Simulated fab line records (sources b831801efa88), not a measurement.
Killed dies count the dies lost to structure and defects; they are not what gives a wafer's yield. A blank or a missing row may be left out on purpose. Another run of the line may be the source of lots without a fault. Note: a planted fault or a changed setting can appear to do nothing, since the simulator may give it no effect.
Comparing a struck lot with a sound one ; flow sky130 ; 35 steps out of a route of 708
Sound: wafers L546.2, L546.3, L546.4. Wafers struck: L556.1, L556.3, L556.6. At the end, the cause is stated.
For every step that has rows: the tool of each side, followed by ch and its chambers, followed by its first start. Under that, the readings that differ: sound wafers ; struck wafers ; difference of the means ; sigmas: that difference in standard deviations of wafers without a fault.
alike: a reading whose means differ by less than 2 such deviations, as well as words and numbers matching on both sides. not compared: withheld readings; readings where some wafer has no value; bounds like >300 that might hide an equal value; numbers whose values overlap and for which the record gives no deviation.
Wherever a step has rows on one side only, a row that says differs or no value, or a row with sigmas, the two part there. Non-overlapping numbers with no deviation appear without sigmas and do not part them. A reading missing from all wafers of one side parts the sides only when that side holds two or more wafers.

SKY_SD_P_CD_MEAS_07: the cd target is 380 nm.
  sound on cdSem-02, day 27 20:53; struck on cdSem-01, day 30 23:01
  alike: cdNm
SKY_SD_P_OVL_MEAS_08:
  sound on overlay-01, day 27 20:59; struck on overlay-01, day 30 23:08
  alike: SD_P_OVL
following that, these wafers have no rows for 1 step: SKY_SD_P_IMPLANT_09.
SKY_SD_P_STRIP_10: strips in O2/N2.
  sound on plasmaAsher-02 ch 0,1, day 27 21:10; struck on plasmaAsher-02 ch 0,1, day 30 23:20
  alike: drypumpMotorCurrentA, oesProductAu, stripTimeToEndpointS
  not compared: rfHoursCounterH
SKY_SD_P_TW_MEAS_11:
  sound on filmMetro-01, day 27 21:16; struck on filmMetro-01, day 30 23:26
  alike: SD_P_TW
then, 7 steps without rows for these wafers: SKY_RES_XHIGH_DEHYDRATE_00 (time 60 s); SKY_RES_XHIGH_HMDS_01 (prime time 60 s); SKY_RES_XHIGH_COAT_02 (resist thk 1140 nm); SKY_RES_XHIGH_SOFTBAKE_03 (time 60 s); SKY_RES_XHIGH_EXPOSE_04 (exposes mask URPM, target cd 1270 nm); SKY_RES_XHIGH_PEB_05; SKY_RES_XHIGH_DEVELOP_06 (develop time 60 s).
SKY_RES_XHIGH_IMPLANT_07:
  sound on implanter-01 ch 0, day 29 02:50; struck on implanter-04 ch 0, day 32 03:40
  alike: tiltDeg
SKY_RES_XHIGH_STRIP_08: strips in O2/N2.
  sound on plasmaAsher-02 ch 0,1, day 29 02:58; struck on plasmaAsher-01 ch 0,1, day 32 03:49
reading;sound;struck;difference;sigmas
oesProductAu (a.u.);0.706 0.707 0.706;0.713 0.718 0.716;+0.009;+2
  alike: drypumpMotorCurrentA, stripTimeToEndpointS
  not compared: rfHoursCounterH
SKY_RES_XHIGH_TW_MEAS_09:
  sound on filmMetro-04, day 29 03:04; struck on filmMetro-02, day 32 03:55
  alike: RES_XHIGH_TW
then, 7 steps without rows for these wafers: SKY_SD_N_DEHYDRATE_00 (time 60 s); SKY_SD_N_HMDS_01 (prime time 60 s); SKY_SD_N_COAT_02 (resist thk 1140 nm); SKY_SD_N_SOFTBAKE_03 (time 60 s); SKY_SD_N_EXPOSE_04 (exposes mask NSDM, target cd 380 nm); SKY_SD_N_PEB_05; SKY_SD_N_DEVELOP_06 (develop time 60.87 s).
SKY_SD_N_CD_MEAS_07: the cd target is 380 nm.
  sound on cdSem-01, day 30 07:40; struck on cdSem-02, day 33 08:01
  alike: cdNm
SKY_SD_N_OVL_MEAS_08:
  sound on overlay-02, day 30 07:46; struck on overlay-01, day 33 08:08
  alike: SD_N_OVL
then, 2 steps without rows for these wafers: SKY_SD_N_IMPLANT_09; SKY_SD_N_IMPLANT_10.
SKY_SD_N_STRIP_11: strips in O2/N2.
  sound on plasmaAsher-02 ch 0,1, day 30 08:06; struck on plasmaAsher-03 ch 0,1, day 33 08:28
  alike: drypumpMotorCurrentA, oesProductAu, stripTimeToEndpointS
  not compared: rfHoursCounterH
SKY_SD_N_TW_MEAS_12:
  sound on filmMetro-01, day 30 08:13; struck on filmMetro-01, day 33 08:34
  alike: SD_N_TW
then, 1 step without rows for these wafers: SKY_SD_N_CLEAN_13 (cleans in SC1/SC2, time 150 s).
SKY_SD_N_RTA_14: time 2 s.
  sound on rtpAnneal-01 ch 0, day 30 08:19; struck on rtpAnneal-01 ch 0, day 33 08:41
  alike: lampPowerPct, wafer_temp_C_max
SKY_SD_N_RS_MEAS_16: uses a four-point probe to measure.
  sound on filmMetro-04, day 30 08:31; struck on filmMetro-04, day 33 08:51
  alike: SD_N_RS
SKY_SD_N_RS_MEAS_17: uses a four-point probe to measure.
  sound on filmMetro-04, day 30 08:38; struck on filmMetro-04, day 33 08:58
  alike: SD_P_RS
SKY_SD_N_RS_MEAS_18: uses a four-point probe to measure.
  sound on filmMetro-04, day 30 08:45; struck on filmMetro-04, day 33 09:05
reading;sound;struck;difference;sigmas
RES_XHIGH_RS (ohm/sq);332.2 332.5 331.7;346.1 345.6 346.2;+13.8;+13
then, 1 step without rows for these wafers: SKY_SALICIDE_CLEAN_00 (cleans in HF-last, time 30 s).
-- the record jumps here: 17 days lie between the struck wafers' starts before and after (it left off in module SALICIDE and takes up again in module PAD_OPEN, whose first step shown is number 708 of the route) --
SKY_PAD_OPEN_PROBE_99:
  sound on prober-02, day 48 00:56; struck on prober-02, day 50 05:43
reading;sound;struck;difference;sigmas
model.etest.resXhighPo.rsOhmSqRange;27.56 46.29 51.28;1652 1624 1720;+1624;
  alike: killed_at_M0_to_M3, killed_at_M4_up, killedAtContacts, killedAtFrontEnd, killedDies, killedOpen, killedShort

== WHERE THEY PART ==
Earliest at SKY_RES_XHIGH_STRIP_08; latest, in this record, at SKY_SD_N_RS_MEAS_18. Later steps at which nothing parts them and some readings are alike: SKY_PAD_OPEN_PROBE_99.

WHY: the cause the simulator had injected
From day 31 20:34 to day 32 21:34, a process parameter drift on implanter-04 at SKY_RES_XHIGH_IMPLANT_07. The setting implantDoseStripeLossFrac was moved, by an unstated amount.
